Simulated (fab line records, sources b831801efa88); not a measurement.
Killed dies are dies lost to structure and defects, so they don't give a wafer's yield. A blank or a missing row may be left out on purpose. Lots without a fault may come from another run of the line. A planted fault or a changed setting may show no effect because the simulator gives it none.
Split-lot experiment | flow sfq_line | 5 lots, 27 wafers read, on a route of 325 steps

THE SPLIT
At SFQ_TRILAYER_M1_BARC_OPEN_METAL_ETCH_054 (etches BARC in O2, target depth 125 nm, time 41.7 s), the setting time_s was moved away from the recipe's 41.7 s on 12 of the 27 wafers read, by -51.1% to +54.3%. The other wafers ran this setting at the recipe's value.

The file shows no step between the split and the reading.

THE READING
KrF_of_TRILAYER_M1_LITHO_COAT_039.thk_nm (the simulator's own value, which no gauge read), in nm, at SFQ_TRILAYER_M1_ETCH_METAL_ETCH_042 (etches Nb in Cl2/Ar, stops on SiO2, target depth 240 nm, time 125.7 s). The file gives no usual value for it. The 15 wafers here that ran the recipe average 374.4 nm, standard deviation 1.2 nm.

wafer  | tool, chamber at the split | time_s as run, s | against the recipe | KrF_of_TRILAYER_M1_LITHO_COAT_039.thk_nm, nm | against lot-mates on the recipe
L074.1 | rie_metal-04, 0            | 20.41            | -51.1%             | 402.1                                        | +26.8
L074.2 | rie_metal-04, 1            | 41.7             | recipe             | 374.6                                        | -
L074.3 | rie_metal-04, 1            | 20.41            | -51.1%             | 399.9                                        | +24.6
L074.4 | rie_metal-04, 0            | 20.41            | -51.1%             | 403.8                                        | +28.5
L074.5 | rie_metal-04, 0            | 41.7             | recipe             | 376.4                                        | -
L074.6 | rie_metal-04, 1            | 41.7             | recipe             | 374.8                                        | -
L078.1 | rie_metal-02, 1            | 64.35            | +54.3%             | 346.1                                        | -27.2
L078.2 | rie_metal-02, 0            | 64.35            | +54.3%             | 343.9                                        | -29.4
L078.3 | rie_metal-02, 1            | 41.7             | recipe             | 373.3                                        | -
L078.4 | rie_metal-02, 0            | 41.7             | recipe             | 372                                          | -
L078.5 | rie_metal-02, 1            | 41.7             | recipe             | 374.6                                        | -
L078.6 | rie_metal-02, 0            | 64.35            | +54.3%             | 345.9                                        | -27.4
L079.1 | rie_metal-01, 1            | 58.08            | +39.3%             | 353                                          | -21.6
L079.2 | rie_metal-01, 0            | 58.08            | +39.3%             | 353.6                                        | -21.0
L079.3 | rie_metal-01, 0            | 41.7             | recipe             | 374.9                                        | -
L079.4 | rie_metal-01, 1            | 41.7             | recipe             | 373.7                                        | -
L079.5 | rie_metal-01, 0            | 41.7             | recipe             | 375.1                                        | -
L079.6 | rie_metal-01, 1            | 58.08            | +39.3%             | 351.5                                        | -23.1
L082.2 | rie_metal-02, 1            | 41.7             | recipe             | 376.2                                        | -
L082.3 | rie_metal-02, 0            | 41.7             | recipe             | 375.2                                        | -
L082.5 | rie_metal-02, 0            | 41.7             | recipe             | 375.7                                        | -
L085.1 | rie_metal-04, 0            | 27.32            | -34.5%             | 393                                          | +19.6
L085.2 | rie_metal-04, 1            | 41.7             | recipe             | 372.4                                        | -
L085.3 | rie_metal-04, 0            | 41.7             | recipe             | 373.7                                        | -
L085.4 | rie_metal-04, 1            | 27.32            | -34.5%             | 390.5                                        | +17.1
L085.5 | rie_metal-04, 1            | 27.32            | -34.5%             | 387.6                                        | +14.2
L085.6 | rie_metal-04, 0            | 41.7             | recipe             | 374.1                                        | -

THE FIT
A straight line over all 27 wafers: KrF_of_TRILAYER_M1_LITHO_COAT_039.thk_nm changes by -0.529 nm for each +1% of time_s; r = -1.00; the points scatter about the line by 1.6 nm.
The same after taking each lot's own level away (the mean of its wafers on the recipe; 27 wafers): -0.522 nm for each +1%; r = -1.00; scatter 1.3 nm.
On that fit, the largest move of time_s shifts the reading by 28 nm.
The lots' own levels span 373.30 to 375.70 nm, that is 2.0 times the standard deviation above.
So the lot-to-lot level changes the slope little: the two slopes agree.
Check: with one of the wafers moved furthest among these (+54.3%) left out of the fit, the line predicts -28.8 nm for it against its lot-mates. It came out at -27.2 nm against them.
Tool readings at the split's step, against how far the setting was moved: oes_product_au r = -0.85.

OTHER SPLITS ON THESE WAFERS
These wafers also went through other splits before the reading. Each is held against what the fit with the lots' levels taken away leaves over:
other split on the same wafers                  | wafers away from the commonest value | r with KrF_of_TRILAYER_M1_LITHO_COAT_039.thk_nm (lot level and that fit taken away)
SFQ_TRILAYER_L0_BARC_OPEN_METAL_ETCH_010 time_s | 9                                    | +0.09
SFQ_TRILAYER_M0_DEP_SPUTTER_019 time_s          | 12                                   | -0.14
SFQ_TRILAYER_I0_DEP_PECVD_027 time_s            | 9                                    | -0.10

THE WHOLE CHAIN: every reading that the file lists as answering this split, in the file's order
step                                     | what it does                                                          | reading                                                                                   | change (the file's fit)                                                              | r (the file's)
SFQ_TRILAYER_M1_BARC_OPEN_METAL_ETCH_054 | etches BARC in O2, target depth 125 nm, time 41.7 s                   | oes_product_au                                                                            | not straight: 0.988 at the lowest setting, 0.685 at the recipe, 0.641 at the highest | not given
SFQ_TRILAYER_M1_BARC_OPEN_METAL_ETCH_054 | etches BARC in O2, target depth 125 nm, time 41.7 s                   | KrF_of_TRILAYER_M1_LITHO_COAT_039.thk_nm (the simulator's own value, which no gauge read) | -0.526 nm for each +1% of the setting                                                | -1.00
SFQ_TRILAYER_M1_ETCH_METAL_ETCH_042      | etches Nb in Cl2/Ar, stops on SiO2, target depth 240 nm, time 125.7 s | KrF_of_TRILAYER_M1_LITHO_COAT_039.thk_nm (the simulator's own value, which no gauge read) | -0.522 nm for each +1% of the setting                                                | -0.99

THE FILE'S OWN FIT
KrF_of_TRILAYER_M1_LITHO_COAT_039.thk_nm changes by -0.522 nm for each +1% of time_s, r = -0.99.
